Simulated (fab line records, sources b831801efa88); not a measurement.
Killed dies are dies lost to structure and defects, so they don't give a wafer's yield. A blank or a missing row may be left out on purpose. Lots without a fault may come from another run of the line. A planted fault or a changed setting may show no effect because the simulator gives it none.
fab line records | flow gf180mcu
record lots=7 wafers=21 last_day=34
route steps=602 shown M5@532 V5@540
lots that met no fault: from a run of the same line without faults
start_h: hours from the record's first day to the start of the lot's first wafer shown | wait_h: hours since the lot's step before | " the same as in the row above | L1.1+2: a row that stands for several wafers | - no value, or no start given | * or withheld: withheld | < > ~ a bound
route shown NAME@n: a module of which the file shows steps, and the number in the route of the first | usual: mean/standard deviation of fault-free wafers | same: alike in all rows | chamber/n: place in a boat | sites: the reading at each site | _std_site: their standard deviation | _edge_site: outer sites' mean less inner sites' | radius_mm: how far each site lies from the wafer's centre | mask NAME#n: copy n | behind: the tool/chamber that last shaped the wafer | hold: why the lot was held/for how many hours/how that ended | device: the transistor (n, p or np) that didn't switch | end of line: the same wafers' tests at the end of the route | a step without rows: its recipe alone | killed: dies lost to structure and defects at the first sort, not the wafer's yield | map: a wafer's dies, x killed, . not, _ none there
set.NAME: the setting as run; set.NAME@STEP: as run at that earlier step | model.NAME: the simulator's own value behind a step, which no gauge read
lots at some steps of the route; a table a step, a row a wafer
services: from which hour (start_h, from the record's first day; less than 0 if before it) a tool's chamber was out of use, for how many hours, and why
## steps
# step GF_M5_DEVELOP_06
# recipe develop_time_s=60 dev_temp_c=21
# step GF_M5_CD_MEAS_07
# recipe target_cd_nm=280
# usual cd_nm=280.2/1.2
# columns lot.wafer tool chamber start_h wait_h cd_nm
L556.1 cd_sem-02 - 621.92 0.1 281.6
L556.2 " - " " 281.0
L556.6 " - " " 281.1
L562.2 cd_sem-01 - 669.53 0.1 281.1
L562.5 " - " " 279.8
L562.6 " - " " 280.2
L564.2 cd_sem-02 - 675.89 0.1 278.6
L564.4 " - " " 278.0
L564.5 " - " " 278.4
L563.1 cd_sem-02 - 677.47 0.1 281.0
L563.4 " - " " 280.4
L563.5 " - " " 279.7
L566.2 cd_sem-02 - 691.89 0.1 281.0
L566.4 " - " " 280.4
L566.5 " - " " 281.5
L572.1 cd_sem-01 - 723.06 0.1 281.2
L572.4 " - " " 281.4
L572.5 " - " " 279.1
L577.3 cd_sem-01 - 754.68 0.1 279.9
L577.5 " - " " 279.1
L577.6 " - " " 279.4
# step GF_M5_OVL_MEAS_08
# usual M5_OVL=1/5.1
# columns lot.wafer tool chamber start_h wait_h M5_OVL[nm]
L556.1 overlay-01 - 622.04 0.1 5
L556.2 " - " " 5
L556.6 " - " " 7
L562.2 overlay-01 - 669.64 0.1 -4
L562.5 " - " " 0
L562.6 " - " " -3
L564.2 overlay-02 - 675.99 0.1 4
L564.4 " - " " 2
L564.5 " - " " 0
L563.1 overlay-02 - 677.59 0.1 5
L563.4 " - " " 4
L563.5 " - " " 7
L566.2 overlay-01 - 691.99 0.1 -2
L566.4 " - " " 3
L566.5 " - " " -6
L572.1 overlay-01 - 723.18 0.1 9
L572.4 " - " " 13
L572.5 " - " " 8
L577.3 overlay-01 - 754.77 0.1 -2
L577.5 " - " " -5
L577.6 " - " " 2
# step GF_M5_ETCH_09
# recipe chemistry=CF4/O2 target=Si3N4 target_depth_nm=52 source_w=800 bias_w=150 pressure_mtorr=150 cf4_flow_sccm=80 O2_flow_sccm=10 time_s=11.6
# usual chamber_pressure_mTorr=149.98/0.14 drypump_motor_current_A=6.0/0.41 oes_product_au=1.004/0.015 throttle_valve_pct=5.973/0.01
# columns lot.wafer tool chamber start_h wait_h chamber_pressure_mTorr drypump_motor_current_A oes_product_au rf_hours_counter_h throttle_valve_pct
L556.1 rie_diel-03 1 622.07 0.0 150.09 5.6 0.989 32 5.969
L556.2 " 0 " " 150.04 5.3 1.005 3 5.966
L556.6 " 0 " " 149.93 5.3 1.021 - 5.957
L562.2 rie_diel-01 2 669.67 0.0 149.91 6.6 1.009 51 5.971
L562.5 " 3 " " 149.97 6.5 1.012 - 5.979
L562.6 " 0 " " 150.12 6.2 0.990 - 5.982
L564.2 rie_diel-03 3 676.02 0.0 149.96 5.7 1.031 13 5.989
L564.4 " 2 " " 150.07 6.4 1.025 9 5.975
L564.5 " 1 " " 150.15 5.6 0.980 - 5.968
L563.1 rie_diel-03 1 677.62 0.0 149.80 5.6 0.985 34 5.959
L563.4 " 2 " " 149.99 6.4 1.008 10 5.974
L563.5 " 3 " " 150.03 5.7 1.025 - 5.981
L566.2 rie_diel-01 3 692.02 0.0 149.91 6.5 1.010 15 5.978
L566.4 " 1 " " 149.99 6.3 0.990 1 5.967
L566.5 " 3 " " 150.14 6.5 1.005 - 5.979
L572.1 rie_diel-03 1 723.22 0.0 149.85 5.6 0.984 36 5.959
L572.4 " 0 " " 149.70 5.3 1.008 7 5.974
L572.5 " 3 " " 150.07 5.7 1.033 - 5.968
L577.3 rie_diel-03 0 754.79 0.0 149.82 5.3 0.995 8 5.963
L577.5 " 1 " " 149.84 5.6 0.992 - 5.961
L577.6 " 2 " " 149.90 6.4 1.004 - 5.998
# step GF_M5_METAL_ETCH_10
# recipe chemistry=Cl2/BCl3 mask_material=KrF target_depth_nm=627.5 stop_on=SiO2 pressure_mtorr=8 icp_w=800 bias_w=140 Cl2_flow_sccm=80 bcl3_flow_sccm=40 time_s=104.6
# step GF_M5_STRIP_11
# recipe chemistry=O2/N2 power_w=1400 pressure_mtorr=1500 platen_temp_c=250 o2_flow_sccm=3000 n2_flow_sccm=300 overash_fraction=0.5
# usual chamber_pressure_mTorr=1500.2/1.4 drypump_motor_current_A=5.3/0.31 heater_power_w=356/52 oes_product_au=0.543/0.0047 strip_time_to_endpoint_s=7.53/0.059
# columns lot.wafer tool chamber start_h wait_h chamber_pressure_mTorr drypump_motor_current_A heater_power_w oes_product_au rf_hours_counter_h strip_time_to_endpoint_s
L556.1 plasma_asher-04 1 622.21 0.1 1500.5 4.9 324 0.536 83 7.50
L556.2 " 0 " " 1500.0 5.5 389 0.539 83 7.50
L556.6 " 0 " " 1499.7 5.5 381 0.546 - 7.50
L562.2 plasma_asher-02 0 669.81 0.1 1502.2 5.7 284 0.534 109 7.50
L562.5 " 1 " " 1499.5 5.8 345 0.538 - 7.54
L562.6 " 0 " " 1500.2 5.6 286 0.547 - 7.53
L564.2 plasma_asher-02 0 676.16 0.1 1499.3 5.7 278 0.541 110 7.52
L564.4 " 0 " " 1501.0 5.7 275 0.537 - 7.53
L564.5 " 1 " " 1502.1 5.8 341 0.539 - 7.50
L563.1 plasma_asher-03 1 677.76 0.1 1501.9 5.4 321 0.534 56 7.50
L563.4 " 1 " " 1501.1 5.4 315 0.547 - 7.53
L563.5 " 1 " " 1500.3 5.4 326 0.539 - 7.48
L566.2 plasma_asher-02 1 692.16 0.1 1499.7 5.8 338 0.543 112 7.53
L566.4 " 1 " " 1500.1 5.8 335 0.540 - 7.52
L566.5 " 0 " " 1498.5 5.7 277 0.543 - 7.52
L572.1 plasma_asher-03 1 723.36 0.1 1500.3 5.4 318 0.545 61 7.67
L572.4 " 0 " " 1501.8 5.0 449 0.543 - 7.61
L572.5 " 1 " " 1498.6 5.4 325 0.549 - 7.67
L577.3 plasma_asher-03 1 754.96 0.1 1498.7 5.4 327 0.544 - 7.58
L577.5 " 1 " " 1500.3 5.4 328 0.547 - 7.58
L577.6 " 0 " " 1498.8 5.0 430 0.546 - 7.56
# step GF_M5_STRIP_12
# recipe chemistry=post_etch_residue_remover time_s=1200 temp_c=72.5
# step GF_M5_CLEAN_13
# recipe chemistry=DIW dry=n2_spin
# step GF_V5_CVD_00
# recipe material=SiO2 target_thk_nm=300 sigma_open_frac=0.3 temp_c=400 time_s=50 sih4_flow_sccm=60 pressure_mtorr=6
# step GF_V5_THK_MEAS_01
# recipe reads=SiO2_of_V5_CVD_00
# usual V5_CVD_00_THK=300/3.6
# columns lot.wafer tool chamber start_h wait_h V5_CVD_00_THK[nm]
L556.1 film_metro-02 - 622.79 0.0 297
L556.2 " - " " 299
L556.6 " - " " 295
L562.2 film_metro-04 - 670.42 0.0 302
L562.5 " - " " 308
L562.6 " - " " 308
L564.2 film_metro-01 - 676.78 0.0 300
L564.4 " - " " 295
L564.5 " - " " 301
L563.1 film_metro-01 - 678.37 0.0 303
L563.4 " - " " 297
L563.5 " - " " 306
L566.2 film_metro-04 - 692.75 0.0 304
L566.4 " - " " 301
L566.5 " - " " 299
L572.1 film_metro-01 - 723.93 0.0 300
L572.4 " - " " 306
L572.5 " - " " 301
L577.3 film_metro-02 - 755.63 0.0 299
L577.5 " - " " 296
L577.6 " - " " 300
# step GF_V5_CVD_02
# recipe material=SiO2 target_thk_nm=1450 precursor=TEOS temp_c=400 time_s=163.28 rf_w=600
# usual heater_power_w=628/90 susceptor_temp_C=399.98/0.22
# columns lot.wafer tool chamber start_h wait_h heater_power_w susceptor_temp_C
L556.1 pecvd-01 1 622.85 0.1 522 399.65
L556.2 " 0 " " 728 399.96
L556.6 " 0 " " 577 399.68
L562.2 pecvd-01 0 670.47 0.0 706 400.11
L562.5 " 0 " " 569 399.78
L562.6 " 1 " " 602 400.02
L564.2 pecvd-02 1 676.83 0.0 767 399.77
L564.4 " 1 " " 818 399.82
L564.5 " 0 " " 562 399.62
L563.1 pecvd-03 2 678.43 0.1 471 399.55
L563.4 " 2 " " 547 399.76
L563.5 " 0 " " 621 399.98
L566.2 pecvd-03 0 692.80 0.0 601 400.31
L566.4 " 0 " " 484 400.03
L566.5 " 1 " " 634 399.71
L572.1 pecvd-01 2 723.99 0.1 758 399.83
L572.4 " 0 " " 721 399.86
L572.5 " 2 " " 583 399.94
L577.3 pecvd-02 1 755.67 0.0 770 399.70
L577.5 " 2 " " 655 400.45
L577.6 " 1 " " 830 400.12
# step GF_V5_THK_MEAS_03
# recipe reads=SiO2_of_V5_CVD_02
# usual V5_CVD_02_THK=1445/18
# columns lot.wafer tool chamber start_h wait_h V5_CVD_02_THK[nm]
L556.1 film_metro-04 - 622.96 0.1 1444
L556.2 " - " " 1423
L556.6 " - " " 1459
L562.2 film_metro-02 - 670.59 0.1 1427
L562.5 " - " " 1462
L562.6 " - " " 1472
L564.2 film_metro-02 - 676.95 0.1 1412
L564.4 " - " " 1431
L564.5 " - " " 1477
L563.1 film_metro-02 - 678.54 0.1 1416
L563.4 " - " " 1446
L563.5 " - " " 1445
L566.2 film_metro-01 - 692.91 0.1 1423
L566.4 " - " " 1461
L566.5 " - " " 1447
L572.1 film_metro-02 - 724.10 0.1 1428
L572.4 " - " " 1465
L572.5 " - " " 1462
L577.3 film_metro-02 - 755.80 0.1 1434
L577.5 " - " " 1479
L577.6 " - " " 1466
# step GF_V5_CMP_04
# recipe material=SiO2 down_force_psi=4 platen_rpm=60 pad_velocity_m_s=0.94248
# usual edge_zone_pressure_frac=1.001/0.0048 head_pressure_psi=4.000/0.0086 motor_current_A=12.1/1.1 platen_rpm=60.00/0.043 slurry_flow_ml_min=149.9/0.51
# columns lot.wafer tool chamber start_h wait_h edge_zone_pressure_frac head_pressure_psi motor_current_A platen_rpm slurry_flow_ml_min model.SiO2_of_V5_CVD_02.thk_nm
L556.2 cmp-02 0 623.07 0.1 0.990 4.000 10.4 59.98 149.3 856
L556.1 " 2 " " 0.993 4.006 12.9 59.95 150.2 856.6
L556.6 " 0 " " 0.999 4.004 10.4 59.95 149.4 855.1
L562.2 cmp-02 2 670.83 0.2 - - - - - 1426
L562.5 " 1 " " - - - - - 1463
L562.6 " 2 " " - - - - - 1472
L564.4 cmp-01 2 677.05 0.1 - - - - - 1430
L564.2 " 0 " " - - - - - 1413
L564.5 " 1 " " - - - - - 1477
L563.1 cmp-01 1 678.60 0.1 - - - - - 1416
L563.4 " 2 " " - - - - - 1445
L563.5 " 1 " " - - - - - 1446
L566.4 cmp-02 2 693.01 0.1 0.999 3.985 13.1 60.05 149.3 856.6
L566.2 " 0 " " 0.996 4.004 10.2 59.97 149.7 855.8
L566.5 " 1 " " 1.005 3.988 13.7 59.99 150.6 853.9
L572.1 cmp-01 2 724.16 0.1 0.996 3.990 12.1 59.94 150.4 852.8
L572.4 " 0 " " 1.002 4.008 13.0 60.02 149.6 855.5
L572.5 " 2 " " 1.002 3.991 12.0 59.95 150.3 853.2
L577.3 cmp-02 1 756.16 0.4 0.996 4.003 13.0 60.01 150.0 852.8
L577.5 " 0 " " 0.997 3.996 9.9 59.99 149.9 855
L577.6 " 1 " " 1.003 3.995 13.0 60.01 149.8 853.9
# step GF_V5_BOW_MEAS_05
# recipe mode=bow
# usual V5_BOW=135/10
# columns lot.wafer tool chamber start_h wait_h V5_BOW[um]
L556.1 film_metro-04 - 623.32 0.1 129
L556.2 " - " " 128
L556.6 " - " " 116
L562.2 film_metro-02 - 671.10 0.2 158
L562.5 " - " " 161
L562.6 " - " " 157
L564.2 film_metro-02 - 677.32 0.1 164
L564.4 " - " " 159
L564.5 " - " " 167
L563.1 film_metro-01 - 678.90 0.2 144
L563.4 " - " " 149
L563.5 " - " " 147
L566.2 film_metro-02 - 693.28 0.1 147
L566.4 " - " " 138
L566.5 " - " " 149
L572.1 film_metro-04 - 724.46 0.2 140
L572.4 " - " " 126
L572.5 " - " " 130
L577.3 film_metro-04 - 756.45 0.2 117
L577.5 " - " " 135
L577.6 " - " " 141
# step GF_V5_DEHYDRATE_06
# recipe temp_c=200 time_s=60
# step GF_V5_HMDS_07
# recipe prime_time_s=60 prime_temp_c=120
# step GF_V5_COAT_08
# recipe resist=BARC temp_c=withheld time_s=withheld spin_rpm=withheld resist_thk_nm=withheld
# step GF_V5_COAT_09
# recipe resist=KrF spin_rpm=withheld resist_thk_nm=1000
# step GF_V5_SOFTBAKE_10
# recipe temp_c=130 time_s=60 resist=KrF
# step GF_V5_EXPOSE_11
# recipe mask_id=Via5 target_cd_nm=260 na=0.68 source_shape=conventional sigma_outer=0.6 dose_mj=38
# step GF_V5_PEB_12
# recipe peb_temp_c=135 peb_time_s=90 resist=KrF
# step GF_V5_DEVELOP_13
# recipe develop_time_s=60 resist=KrF dev_temp_c=21
# step GF_V5_CD_MEAS_14
# recipe target_cd_nm=260
# usual cd_nm=260.0/1.1
# columns lot.wafer tool chamber start_h wait_h cd_nm
L556.1 cd_sem-01 - 643.72 0.1 259.3
L556.2 " - " " 260.2
L556.6 " - " " 260.0
L562.2 cd_sem-01 - 689.78 0.1 259.1
L562.5 " - " " 259.4
L562.6 " - " " 259.2
L564.2 cd_sem-01 - 696.04 0.1 259.4
L564.4 " - " " 258.3
L564.5 " - " " 258.0
L563.1 cd_sem-01 - 697.56 0.1 260.6
L563.4 " - " " 258.8
L563.5 " - " " 259.7
L566.2 cd_sem-02 - 711.63 0.1 261.4
L566.4 " - " " 261.6
L566.5 " - " " 260.1
L572.1 cd_sem-01 - 742.39 0.2 259.3
L572.4 " - " " 260.8
L572.5 " - " " 260.9
L577.3 cd_sem-02 - 772.35 0.1 259.8
L577.5 " - " " 259.0
L577.6 " - " " 258.5
# step GF_V5_OVL_MEAS_15
# usual V5_OVL=-3/5.5
# columns lot.wafer tool chamber start_h wait_h V5_OVL[nm]
L556.1 overlay-01 - 643.84 0.1 -9
L556.2 " - " " 0
L556.6 " - " " -12
L562.2 overlay-02 - 689.89 0.1 10
L562.5 " - " " 1
L562.6 " - " " 2
L564.2 overlay-02 - 696.14 0.1 -3
L564.4 " - " " 0
L564.5 " - " " 2
L563.1 overlay-01 - 697.68 0.1 -7
L563.4 " - " " -3
L563.5 " - " " 2
L566.2 overlay-01 - 711.74 0.1 -3
L566.4 " - " " 5
L566.5 " - " " 5
L572.1 overlay-01 - 742.51 0.1 -11
L572.4 " - " " -21
L572.5 " - " " -12
L577.3 overlay-02 - 772.45 0.1 -4
L577.5 " - " " -12
L577.6 " - " " -10
# step GF_V5_ETCH_16
# recipe chemistry=N2/H2 target_depth_a=withheld overetch_a=withheld time_s=withheld target=BARC ion_energy_ev=200 source_w=500 bias_w=100 pressure_mtorr=30 n2_flow_sccm=100 h2_flow_sccm=200
# step GF_V5_ETCH_17
# recipe chemistry=C4F8/O2/Ar mask_material=KrF target=SiO2 stop_on=TiN source_w=1500 bias_w=1200 pressure_mtorr=40 c4f8_flow_sccm=withheld O2_flow_sccm=6 Ar_flow_sccm=300 time_s=withheld target_depth_a=8550
# usual chamber_pressure_mTorr=40.00/0.04 oes_product_au=0.859/0.0043
# columns lot.wafer tool chamber start_h wait_h chamber_pressure_mTorr oes_product_au model.V5.feature_depth_nm model.etch.depth_nm
L556.1 rie_diel-03 1 - - 39.99 0.861 856.6 856.6
L556.2 " 0 " " 40.01 0.857 856 856
L556.6 " 0 " " 40.01 0.854 855.1 855.1
L562.2 rie_diel-03 2 - - 39.97 1.642 1111 1111
L562.5 " 3 " " 39.98 1.684 1155 1155
L562.6 " 0 " " 39.99 1.641 1117 1117
L564.2 rie_diel-02 1 - - 40.03 1.668 1137 1137
L564.4 " 0 " " 40.01 1.612 1092 1092
L564.5 " 3 " " 39.98 1.682 1156 1156
L563.1 rie_diel-02 2 - - 39.97 1.631 1109 1109
L563.4 " 1 " " 39.99 1.662 1129 1129
L563.5 " 1 " " 40.00 1.664 1132 1132
L566.2 rie_diel-02 1 - - 40.01 0.861 855.8 855.8
L566.4 " 3 " " 40.02 0.862 856.6 856.6
L566.5 " 0 " " 39.95 0.859 853.9 853.9
L572.1 rie_diel-03 1 - - 39.99 0.860 852.8 852.8
L572.4 " 2 " " 40.07 0.862 855.5 855.5
L572.5 " 3 " " 40.00 0.860 853.2 853.2
L577.3 rie_diel-03 0 - - 40.04 0.858 852.8 852.8
L577.5 " 0 " " 39.96 0.863 855 855
L577.6 " 3 " " 39.97 0.856 853.9 853.9
# step GF_V5_STRIP_18
# recipe chemistry=O2/N2 power_w=1400 pressure_mtorr=1500 platen_temp_c=250 o2_flow_sccm=3000 n2_flow_sccm=300 overash_fraction=0.5
# step GF_V5_STRIP_19
# recipe chemistry=post_etch_residue_remover time_s=1200 temp_c=72.5
# step GF_V5_CLEAN_20
# recipe chemistry=DIW dry=n2_spin
# step GF_V5_SPUTTER_21
# recipe material=Ti target_thk_nm=15 chamber_pressure_pa=5 power_w=2500 substrate_temp_c=200 time_s=80.02
# usual substrate_temp_c=199.98/0.17 throttle_valve_pct=30.0/1.1
# columns lot.wafer tool chamber start_h wait_h substrate_temp_c throttle_valve_pct
L556.1 pvd_sputter-04 - 644.61 0.0 200.22 29.1
L556.2 " - " " 199.94 31.9
L556.6 " - " " 199.89 28.8
L562.2 pvd_sputter-01 - 690.61 0.0 199.79 29.0
L562.5 " - " " 200.11 32.0
L562.6 " - " " 199.87 28.7
L564.2 pvd_sputter-01 - 696.86 0.0 199.70 31.9
L564.4 " - " " 200.14 28.9
L564.5 " - " " 199.95 30.3
L563.1 pvd_sputter-03 - 698.40 0.0 199.94 30.0
L563.4 " - " " 199.90 28.7
L563.5 " - " " 199.88 29.3
L566.2 pvd_sputter-03 - 712.47 0.0 200.14 30.1
L566.4 " - " " 200.40 29.3
L566.5 " - " " 200.15 29.9
L572.1 pvd_sputter-01 - 743.23 0.0 200.00 30.0
L572.4 " - " " 200.13 30.1
L572.5 " - " " 199.75 32.0
L577.3 pvd_sputter-01 - 773.16 0.0 199.79 28.9
L577.5 " - " " 199.88 30.2
L577.6 " - " " 200.06 28.6
# step GF_V5_SPUTTER_22
# recipe material=TiN target_thk_nm=10 chamber_pressure_pa=5 power_w=4000 time_s=40
# step GF_V5_CVD_23
# recipe material=W target_thk_nm=350 time_s=104.9 temp_c=400 pressure_torr=40
# usual chamber_pressure_Torr=40.01/0.088 heater_power_w=898/170 susceptor_temp_C=400.02/0.24
# columns lot.wafer tool chamber start_h wait_h chamber_pressure_Torr heater_power_w susceptor_temp_C
L556.1 cvd_w-02 0 644.71 0.0 40.02 1021 399.99
L556.2 " 1 " " 40.06 1062 399.95
L556.6 " 0 " " 39.81 989 400.21
L562.2 cvd_w-01 1 690.71 0.0 40.07 729 400.13
L562.5 " 1 " " 40.10 727 400.01
L562.6 " 0 " " 40.04 706 399.82
L564.2 cvd_w-01 1 696.96 0.0 40.11 745 400.24
L564.4 " 0 " " 39.96 706 399.98
L564.5 " 0 " " 39.88 700 400.24
L563.1 cvd_w-01 0 698.50 0.0 39.93 719 400.05
L563.4 " 0 " " 39.82 711 399.99
L563.5 " 1 " " 40.03 721 400.16
L566.2 cvd_w-02 1 712.61 0.1 39.98 1099 400.51
L566.4 " 1 " " 40.00 1079 400.37
L566.5 " 1 " " 39.97 1070 399.89
L572.1 cvd_w-01 1 743.33 0.0 39.95 743 399.93
L572.4 " 0 " " 40.10 708 400.12
L572.5 " 1 " " 39.90 748 399.78
L577.3 cvd_w-02 1 773.29 0.1 39.97 1084 400.37
L577.5 " 1 " " 39.92 1086 400.23
L577.6 " 0 " " 40.16 1017 400.16
# step GF_V5_CMP_26
# recipe stop_on=SiO2 down_force_psi=3.5 platen_rpm=60 t_overpolish_s=15 target_thk_nm=0 pad_velocity_m_s=0.94248
# usual edge_zone_pressure_frac=1.000/0.0048 head_pressure_psi=3.501/0.0074 motor_current_A=11.1/0.96 platen_rpm=60.00/0.038 slurry_flow_ml_min=150.0/0.44
# columns lot.wafer tool chamber start_h wait_h edge_zone_pressure_frac head_pressure_psi motor_current_A platen_rpm slurry_flow_ml_min model.SiO2_of_V5_CVD_02.thk_nm
L556.2 cmp-02 2 645.05 0.1 1.000 3.503 11.2 59.99 150.0 852.2
L556.1 " 3 " " 1.003 3.507 10.4 59.98 150.7 852.8
L556.6 " 1 " " 1.003 3.493 11.5 60.02 149.7 851.3
L562.2 cmp-01 3 691.05 0.1 0.999 3.490 9.7 60.00 150.3 1422
L562.6 " 2 " " 1.000 3.507 10.7 60.02 150.6 1468
L562.5 " 3 " " 1.000 3.489 9.8 60.00 150.2 1459
L564.2 cmp-01 3 697.35 0.1 1.002 3.501 10.3 59.94 150.4 1409
L564.4 " 0 " " 0.988 3.495 12.9 60.02 149.4 1427
L564.5 " 1 " " 0.988 3.505 10.8 60.05 149.7 1474
L563.4 cmp-01 2 698.79 0.0 0.998 3.511 12.0 59.98 150.4 1441
L563.1 " 3 " " 0.993 3.514 9.7 59.98 150.1 1412
L563.5 " 3 " " 1.003 3.512 10.3 60.06 150.6 1442
L566.4 cmp-02 0 713.03 0.1 0.997 3.502 9.0 60.05 150.8 852.8
L566.2 " 1 " " 1.006 3.497 11.6 59.98 150.0 852
L566.5 " 0 " " 0.997 3.507 9.8 60.07 150.5 850.2
L572.1 cmp-02 2 743.62 0.1 1.000 3.497 11.7 60.06 150.1 849.1
L572.4 " 3 " " 1.004 3.490 11.2 59.99 150.0 851.7
L572.5 " 2 " " 1.004 3.500 11.8 59.99 150.4 849.4
L577.3 cmp-01 3 773.65 0.1 1.007 3.504 10.3 59.93 150.5 849
L577.5 " 1 " " 0.997 3.499 10.8 60.02 149.1 851.2
L577.6 " 2 " " 1.005 3.496 11.3 59.94 149.8 850.1
## services
# columns tool chamber start_h hours kind
pecvd-03 - 610.15 14.6 pm
cvd_w-01 1 614.16 10.1 repair
cmp-02 - 614.78 1.0 repair
cvd_w-01 - 622.43 0.5 repair
rie_diel-03 1 627.73 3.6 repair
rie_diel-01 - 630.71 0.2 repair
cmp-01 - 633.03 0.3 repair
cmp-02 - 646.47 0.2 repair
cvd_w-02 - 646.58 0.8 repair
cmp-02 - 667.63 0.9 repair
cmp-01 - 680.13 4.7 pm
cvd_w-02 - 695.85 1.7 repair
rie_diel-03 0 699.52 9.2 repair
cmp-01 - 706.39 4.6 pm
cvd_w-02 0 711.75 1.7 repair
plasma_asher-02 - 721.90 1.6 repair
cmp-02 - 727.98 9.8 repair
plasma_asher-02 - 733.75 9.0 pm
rie_diel-02 1 741.19 8.0 repair
cmp-01 - 741.48 15.9 pm
plasma_asher-02 - 742.35 3.8 repair
cmp-01 - 757.40 4.0 pm
pecvd-01 1 761.75 4.9 repair
cmp-01 - 764.18 3.6 repair
## key
first_sign step=GF_V5_CMP_04 reading=tool_record direction=missing
effect step=GF_V5_BOW_MEAS_05 reading=V5_BOW direction=up sigmas=2.1 usual=135 struck=156 wafers_moved=3
effect step=GF_V5_ETCH_17 reading=oes_product_au direction=up sigmas=99+ usual=0.859 struck=1.654
model_effect step=GF_V5_CMP_04 value=SiO2_of_V5_CVD_02.thk_nm without=855.4 struck=1443
model_effect step=GF_V5_ETCH_17 value=V5.feature_depth_nm without=855.4 struck=1127
model_effect step=GF_V5_CMP_26 value=SiO2_of_V5_CVD_02.thk_nm without=851.6 struck=1439
met_at GF_V5_CMP_04
struck_wafers L562.2,L562.5,L562.6,L563.1,L563.4,L563.5,L564.2,L564.4,L564.5
later_rows_left_out L562.2,L562.5,L562.6,L563.1,L563.4,L563.5,L564.2,L564.4,L564.5
sort_left_out L562.2,L562.5,L562.6,L563.1,L563.4,L563.5,L564.2,L564.4,L564.5
onset_between 623.07 670.83
fault kind=skipped_step_whole tool=cmp-01,cmp-02 chamber=- onset_h=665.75 steps=GF_V5_CMP_04 scope=struck_lots_only
# sort_left_out: the simulated sort isn't trusted on such a fault, so these wafers' sort isn't shown, and their yield isn't known
# later_rows_left_out: the simulator's readings of these wafers behind a module that went badly wrong aren't trusted and aren't shown, but for the sort
